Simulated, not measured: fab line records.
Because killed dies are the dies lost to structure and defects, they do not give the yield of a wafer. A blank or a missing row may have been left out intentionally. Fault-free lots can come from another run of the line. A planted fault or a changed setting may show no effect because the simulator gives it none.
One fault seen from 2 desks + flow gf180mcu + numbers are kept per desk, each desk with only its own; the story behind them comes last

## FROM THE METROLOGY DESK
What the gauges read, lot by lot, whatever tool the lot ran on: means of the sampled wafers that have a number. Any lot whose mean is over 4 standard deviations away from the usual mean is out of limits and marked OUT; that distance is given in the brackets.
Columns: A = V5_CVD_00_THK at GF_V5_THK_MEAS_01, usual 298.9 nm; B = V5_CVD_02_THK at GF_V5_THK_MEAS_03, usual 1448 nm; C = TOP_METAL_ALCU_THK at GF_TOP_METAL_THK_MEAS_06, usual 882 nm
| lot  | first seen here | A     | B    | C   |
|------|-----------------|-------|------|-----|
| L864 | day 26 01:44    | 301.3 | 1443 | 888 |
| L865 | day 26 17:58    | 300.6 | 1463 | 888 |
| L866 | day 26 22:04    | 299.7 | 1443 | 873 |
| L867 | day 27 07:13    | 297.7 | 1449 | 879 |
| L869 | day 27 22:49    | 299.2 | 1443 | 875 |
| L874 | day 29 12:49    | 300.2 | 1438 | 884 |
| L875 | day 29 21:17    | 294.1 | 1446 | 877 |
| L876 | day 30 02:32    | 298.8 | 1447 | 884 |
| L879 | day 31 01:10    | 299.5 | 1436 | 889 |
| L881 | day 31 15:19    | 300.1 | 1434 | 880 |
| L882 | day 31 18:44    | 300.5 | 1464 | 880 |
| L885 | day 32 10:07    | 297.5 | 1448 | 876 |
| L886 | day 32 14:25    | 298.3 | 1458 | 894 |
| L887 | day 32 22:52    | 301.0 | 1432 | 874 |
This desk's verdict: no lot among the 14 shows anything out of limits.

## THE TOOL OWNER'S DESK: cmp-02
The tool's own readings at GF_V5_CMP_04 (polishes SiO2): means of the sampled wafers that have a number, for each lot that ran on this tool. Any lot whose mean is over 4 standard deviations away from the usual mean is out of limits and marked OUT; that distance is given in the brackets.
Columns: A = edgeZonePressureFrac at GF_V5_CMP_04, usual 0.999; B = headPressurePsi at GF_V5_CMP_04, usual 4.000 psi; C = motorCurrentA at GF_V5_CMP_04, usual 12.0 A
| lot  | first seen here | A     | B     | C    |
|------|-----------------|-------|-------|------|
| L864 | day 26 01:57    | 1.007 | 4.000 | 12.2 |
| L865 | day 26 18:14    | 0.996 | 4.004 | 13.0 |
| L867 | day 27 07:26    | 0.993 | 4.005 | 12.6 |
| L874 | day 29 13:05    | 0.998 | 3.994 | 10.0 |
| L875 | day 29 21:37    | 1.002 | 4.004 | 11.7 |
| L876 | day 30 02:45    | 1.007 | 4.014 | 10.8 |
| L887 | day 32 23:08    | 0.998 | 3.990 | 12.5 |
This desk's verdict: no lot among the 7 shows anything out of limits.

## BROUGHT TOGETHER
Metrology desk: nothing out of limits seen.
The desk of the tool owner found nothing out of limits.

## WHAT THE SIMULATOR PUT IN
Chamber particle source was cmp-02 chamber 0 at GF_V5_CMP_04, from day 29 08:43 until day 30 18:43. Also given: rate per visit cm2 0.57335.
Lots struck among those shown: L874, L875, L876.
